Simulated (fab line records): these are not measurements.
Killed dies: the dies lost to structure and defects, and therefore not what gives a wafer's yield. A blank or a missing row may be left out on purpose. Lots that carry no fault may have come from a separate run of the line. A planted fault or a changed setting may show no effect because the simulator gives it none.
Which tool did it? -- flow sky130 -- 11 lots with 33 wafers sampled at 4 steps, on a route of 708 steps

## WHAT THE GAUGES READ, wafer by wafer
SKY_METAL1_CD_MEAS_15 targets a cd of 140 nm. Usual: 139.9 nm for cd nm, sd 1.7.
lot,measured,on,cd nm (nm),flag
L180,day 33 07:28,cd sem-01,138.3 138.9 138.5,
L179,day 33 09:21,cd sem-01,139.6 138.9 140.3,
L182,day 34 05:31,cd sem-01,141.2 140.3 140.0,
L188,day 36 18:54,cd sem-01,142.5 142.1 142.6,
L189,day 36 22:04,cd sem-02,141.1 138.5 139.0,
L192,day 37 17:49,cd sem-02,137.1 138.6 136.8,
L194,day 38 17:56,cd sem-01,140.3 138.7 138.6,
L196,day 39 05:50,cd sem-02,137.3 138.6 137.2,
L199,day 39 12:13,cd sem-02,141.3 141.0 142.9,
L200,day 39 21:12,cd sem-01,140.9 140.0 140.1,
L201,day 39 22:40,cd sem-01,140.9 140.3 141.4,

SKY_VIA1_BOW_MEAS_03. Usual: VIA1_BOW gives 81 um (standard deviation 7.2).
lot,measured,on,VIA1_BOW (um),flag
L180,day 33 08:52,film metro-02,85 87 80,
L179,day 33 10:49,film metro-01,82 84 94,
L182,day 34 06:55,film metro-01,78 72 78,
L188,day 36 20:20,film metro-02,66 79 73,
L189,day 36 23:31,film metro-01,67 70 80,
L192,day 37 19:39,film metro-04,82 77 76,
L194,day 38 19:21,film metro-02,76 85 65,
L196,day 39 07:33,film metro-02,76 71 77,
L199,day 39 13:49,film metro-01,82 77 62,
L200,day 39 22:47,film metro-02,70 76 73,
L201,day 40 00:17,film metro-02,93 85 88,

## WHAT TOOL EACH LOT RAN ON (gives the tool, then ch and the chambers of the sampled wafers, and finally the start)
lot,SKY_METAL1_SPUTTER_01,SKY_VIA1_HDPCVD_00
L180,"pvd sputter-02, day 32 04:43","hdpcvd-02 ch 1,2, day 33 08:23"
L179,"pvd sputter-02, day 32 06:20","hdpcvd-01 ch 1,2, day 33 10:16"
L182,"pvd sputter-02, day 33 02:44","hdpcvd-02 ch 0,1,2, day 34 06:26"
L188,"pvd sputter-04, day 35 17:26","hdpcvd-01 ch 1,2, day 36 19:50"
L189,"pvd sputter-04, day 35 20:00","hdpcvd-01 ch 1,2, day 36 22:59"
L192,"pvd sputter-04, day 36 15:41","hdpcvd-01 ch 0,1,2, day 37 19:10"
L194,"pvd sputter-02, day 37 16:47","hdpcvd-01 ch 1,2, day 38 18:53"
L196,"pvd sputter-01, day 38 04:07","hdpcvd-01 ch 0,2, day 39 07:02"
L199,"pvd sputter-04, day 38 10:24","hdpcvd-02 ch 1,2, day 39 13:18"
L200,"pvd sputter-02, day 38 20:23","hdpcvd-01 ch 0,1, day 39 22:18"
L201,"pvd sputter-01, day 38 21:47","hdpcvd-01 ch 0,2, day 39 23:49"
- SKY_METAL1_SPUTTER_01: material TiN, target thk 20 nm, time 16.7 s.
- SKY_VIA1_HDPCVD_00: deposits SiO2, target thk 1030 nm, time 171.7 s.

## AS READ BY THE TOOLS THEMSELVES (means over the sampled wafers that have a number; for cases with no such wafer, the mark the record gives instead)
SKY_METAL1_SPUTTER_01. Usual: 29.7 % for throttle valve pct, sd 0.9.
lot,tool,throttle valve pct (%),flag
L180,pvd sputter-02,29.4,
L179,pvd sputter-02,29.5,
L182,pvd sputter-02,29.2,
L188,pvd sputter-04,31.0,
L189,pvd sputter-04,30.4,
L192,pvd sputter-04,29.2,
L194,pvd sputter-02,29.6,
L196,pvd sputter-01,29.6,
L199,pvd sputter-04,30.2,
L200,pvd sputter-02,29.2,
L201,pvd sputter-01,30.0,

SKY_VIA1_HDPCVD_00. Usual: pressure mtorr 6.000 mTorr, standard deviation 0.011; run length s 199.6 s, standard deviation 0.63; sih4 flow sccm 59.96 sccm, standard deviation 0.19.
lot,tool,pressure mtorr (mTorr),run length s (s),sih4 flow sccm (sccm),flag
L180,hdpcvd-02,5.985,200.0,59.76,
L179,hdpcvd-01,6.004,199.3,59.79,
L182,hdpcvd-02,6.005,199.6,60.03,
L188,hdpcvd-01,-,-,-,OFF
L189,hdpcvd-01,-,-,-,OFF
L192,hdpcvd-01,5.999,199.5,60.06,
L194,hdpcvd-01,6.008,199.2,59.93,
L196,hdpcvd-01,5.996,198.8,60.10,
L199,hdpcvd-02,6.009,199.8,59.93,
L200,hdpcvd-01,5.994,199.9,59.91,
L201,hdpcvd-01,6.000,198.8,60.00,

## THE ANSWER, worked out from the rows above alone
Rule: a lot counts as off when the mean over its wafers that have a number is more than 3 standard deviations away from the usual mean. A lot without any number at a reading at which 4 lots or more have one is off too. The other lots that the step has rows for count as sound. First the gauges in route order, then the tools' own readings, where a lot's mean is used as printed above. At the first step where some lot is off, the reading lying furthest off is the one used; lots without a number count as furthest.
Off: L188, L189 (SKY_VIA1_HDPCVD_00, pressure mtorr). Without a number there: L188, L189.
A tool fits if, at that step or a process step before it, it ran every lot that is off, and no sound lot after the first of them. Not one of the candidates tried fits.

## WHAT THE SIMULATOR PUT IN
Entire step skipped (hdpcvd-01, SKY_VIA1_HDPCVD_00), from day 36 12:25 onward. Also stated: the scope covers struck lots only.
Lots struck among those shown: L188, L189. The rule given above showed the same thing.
